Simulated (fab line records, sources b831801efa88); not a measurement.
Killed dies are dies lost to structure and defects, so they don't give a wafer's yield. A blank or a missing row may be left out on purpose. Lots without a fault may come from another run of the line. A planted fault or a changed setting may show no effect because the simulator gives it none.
A struck lot beside a sound one | flow sky130 | 16 steps out of a route of 708
Sound: wafers L587.4, L587.5, L587.6. Struck: wafers L597.1, L597.3, L597.5. The cause comes at the end.
At each step with rows: each side's tool, then ch and its chambers, then its first start. Under that, the readings that differ: sound wafers | struck wafers | difference of the means | sigmas: that difference in standard deviations of wafers without a fault.
alike: readings whose means differ by less than 2 such deviations, and words and numbers that are the same on both sides. not compared: withheld readings, readings that some wafer has no value for, bounds like >300 that may hide the same value, and numbers for which the record gives no deviation and whose values overlap.
The two part at a step that has a row with sigmas, a row that says differs or no value, or rows on one side only. Numbers that don't overlap but have no deviation are shown without sigmas and don't part them. A reading that every wafer of one side lacks parts them only if that side has two wafers or more.

SKY_VT_ADJUST_LVTN_OVL_MEAS_07:
  sound on overlay-02, day 6 18:55; struck on overlay-01, day 9 13:11
  alike: VT_ADJUST_LVTN_OVL
then, 1 step without rows for these wafers: SKY_VT_ADJUST_LVTN_IMPLANT_08.
SKY_VT_ADJUST_LVTN_STRIP_09: strips in O2/N2.
  sound on plasma_asher-04 ch 0,1, day 6 19:07; struck on plasma_asher-03 ch 0,1, day 9 13:23
  alike: drypump_motor_current_A, oes_product_au, strip_time_to_endpoint_s
  not compared: rf_hours_counter_h
SKY_VT_ADJUST_LVTN_TW_MEAS_10:
  sound on film_metro-01, day 6 19:13; struck on film_metro-02, day 9 13:29
  reading           | sound             | struck            | difference | sigmas
  VT_ADJUST_LVTN_TW | 241.1 241.9 241.3 | 239.2 238.0 239.0 | -2.7       | -2
then, 7 steps without rows for these wafers: SKY_VT_ADJUST_LVTN_DEHYDRATE_11 (time 60 s); SKY_VT_ADJUST_LVTN_HMDS_12 (prime time 60 s); SKY_VT_ADJUST_LVTN_COAT_13 (resist thk 1140 nm); SKY_VT_ADJUST_LVTN_SOFTBAKE_14 (time 60 s); SKY_VT_ADJUST_LVTN_EXPOSE_15 (exposes mask HVN STD DERIVED, target cd 600 nm); SKY_VT_ADJUST_LVTN_PEB_16; SKY_VT_ADJUST_LVTN_DEVELOP_17 (develop time 60 s).
SKY_VT_ADJUST_LVTN_OVL_MEAS_18:
  sound on overlay-01, day 7 15:17; struck on overlay-01, day 10 11:11
  reading                    | sound          | struck      | difference | sigmas
  VT_ADJUST_LVTN_01_OVL (nm) | -1.8 -2.0 -0.8 | 2.3 2.0 1.6 | +3.5       | +2
SKY_VT_ADJUST_LVTN_IMPLANT_19:
  sound on implanter-02 ch 0, day 7 15:22; struck on implanter-04 ch 0, day 10 11:13
  reading                   | sound             | struck            | difference | sigmas
  implant_ion_amu           | 11 11 11          | 49 49 49          | +38        |
  model.implant.rp_nm (nm)  | 100.7 100.7 100.7 | 23.1 23.1 23.1    | -77.6      |
  model.implant.drp_nm (nm) | 42.97 42.97 42.97 | 12.97 12.97 12.97 | -30.00     |
  alike: faraday_current_uA
SKY_VT_ADJUST_LVTN_STRIP_20: strips in O2/N2.
  sound on plasma_asher-03 ch 0,1, day 7 15:29; struck on plasma_asher-02 ch 0,1, day 10 11:22
  alike: drypump_motor_current_A, oes_product_au, strip_time_to_endpoint_s
  not compared: rf_hours_counter_h
SKY_VT_ADJUST_LVTN_TW_MEAS_21:
  sound on film_metro-01, day 7 15:35; struck on film_metro-03, day 10 11:41
  reading             | sound             | struck            | difference | sigmas
  VT_ADJUST_LVTN_2_TW | 185.7 186.0 187.1 | 288.1 289.5 289.6 | +102.8     | +99 or more
  not compared: hold
SKY_PAD_OPEN_PROBE_99:
  the record has rows for the sound wafers here (prober-02, day 45 12:09) and none for the struck ones

WHERE THEY PART
First at SKY_VT_ADJUST_LVTN_TW_MEAS_10; last, within this record, at SKY_PAD_OPEN_PROBE_99.

WHY: what the simulator had put in
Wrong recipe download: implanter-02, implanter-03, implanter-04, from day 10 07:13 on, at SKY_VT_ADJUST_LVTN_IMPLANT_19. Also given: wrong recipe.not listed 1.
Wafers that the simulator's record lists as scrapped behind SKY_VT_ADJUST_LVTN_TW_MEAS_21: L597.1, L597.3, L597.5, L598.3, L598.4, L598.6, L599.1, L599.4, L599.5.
